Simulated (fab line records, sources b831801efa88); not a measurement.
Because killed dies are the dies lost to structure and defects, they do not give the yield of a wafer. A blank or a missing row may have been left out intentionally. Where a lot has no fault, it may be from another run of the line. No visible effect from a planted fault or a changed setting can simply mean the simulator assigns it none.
Problem report in the 8D (eight disciplines) form, filled by code -- flow sfqLine -- the parts of the form that need people (team, actions taken, sign-off) are left out

1. THE ISSUE
heaterPowerTotalW at SFQ_TRILAYER_I5_LITHO_PEB_147 reads a mean of 80.09 W on 6 wafers of 2 lots; wafers without a fault read 79.15 W with a standard deviation of 0.062. Relative to the usual mean, that is a shift of +15 standard deviations.
The step: peb time 60 s.
First observed at day 60 00:50: wafer L389.1, on lithoTrack-04. At this step, 18 wafers from 6 lots have a number in the record. Rule for "out", or "out of limits": more than 4 standard deviations from the usual mean. The rest of the wafers with a number are treated as sound.

2. WHAT IT IS, WHAT IT ISN'T
question,is,is not
which readings at this step,"heaterPowerTotalW, plateTempC",-
which lots,"L389, L391","L380, L385, L396, L398"
which wafers of those lots,all that have a number,-
read on which tools,lithoTrack-04,"lithoTrack-01, lithoTrack-02"
when,from day 60 00:50,"up to then (6 sound wafers); but 6 sound wafers of L396, L398 came after"

3. THE SUSPECTS, EACH WITH WHAT RULES IT OUT
Counting: any tool at a process step up to the reading is kept as a suspect provided that every lot that is out went through it and no sound lot did after the first of them.
- rieMetal-04 at SFQ_TRILAYER_R5_BARC_OPEN_METAL_ETCH_177 (etches BARC in O2, target depth 125 nm, time 41.7 s): kept. It ran every lot that is out, first L389 (day 58 00:37), and no sound lot after that.
- rieMetal-04 at SFQ_TRILAYER_R5_ETCH_METAL_ETCH_139 (etches the open film in Cl2, stops on SiO2, target depth 60 nm, time 40 s): kept. It ran every lot that is out, first L389 (day 58 00:41), and no sound lot after that.
- rieMetal-04 at SFQ_TRILAYER_R5_STRIP_STRIP_140 (strips in O2): kept. It ran every lot that is out, first L389 (day 58 00:44), and no sound lot after that.
- lithoTrack-04 at SFQ_TRILAYER_I5_LITHO_PEB_147 (peb time 60 s): ruled out as a lasting fault. Sound lots L396 ran on it after its first lot that is out, L389 (day 60 00:50).
After the count, these remain: rieMetal-04 at SFQ_TRILAYER_R5_BARC_OPEN_METAL_ETCH_177, rieMetal-04 at SFQ_TRILAYER_R5_ETCH_METAL_ETCH_139 and rieMetal-04 at SFQ_TRILAYER_R5_STRIP_STRIP_140.

4. THE CAUSE (what the simulator had put in)
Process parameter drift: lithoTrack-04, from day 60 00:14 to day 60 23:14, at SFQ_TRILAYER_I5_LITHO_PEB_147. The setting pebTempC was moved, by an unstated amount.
Counting ruled it out, wrongly.

5. SEQUENCE OF EFFECTS, ordered by route
Each row: a reading whose mean over the struck wafers that have a number lies more than 3 standard deviations from the usual. Readings are gone through only where the record gives a usual standard deviation; hours: the median, over the lots, of the time from a lot's start at the first step in this table giving one to that lot's start at this step; sigmas: the change measured in usual standard deviations.
hours,step,reading,usual,on struck wafers,change,sigmas
0,SFQ_TRILAYER_I5_LITHO_PEB_147,heaterPowerTotalW,79.15 W,80.09,+0.94,+15
0,SFQ_TRILAYER_I5_LITHO_PEB_147,plateTempC,115.00 C,116.08,+1.08,+9.0
Process steps it contains:
- SFQ_TRILAYER_I5_LITHO_PEB_147: peb time 60 s.
At these later measuring or inspecting steps, every struck wafer for which the step has a row has a number for every such reading, and none has moved that far: SFQ_I5_OVL_MEAS_936.

6. WHAT WOULD HAVE CAUGHT IT SOONER
In this record the first reading out of limits was taken at day 60 00:50, 1 hour after the fault began at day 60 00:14.
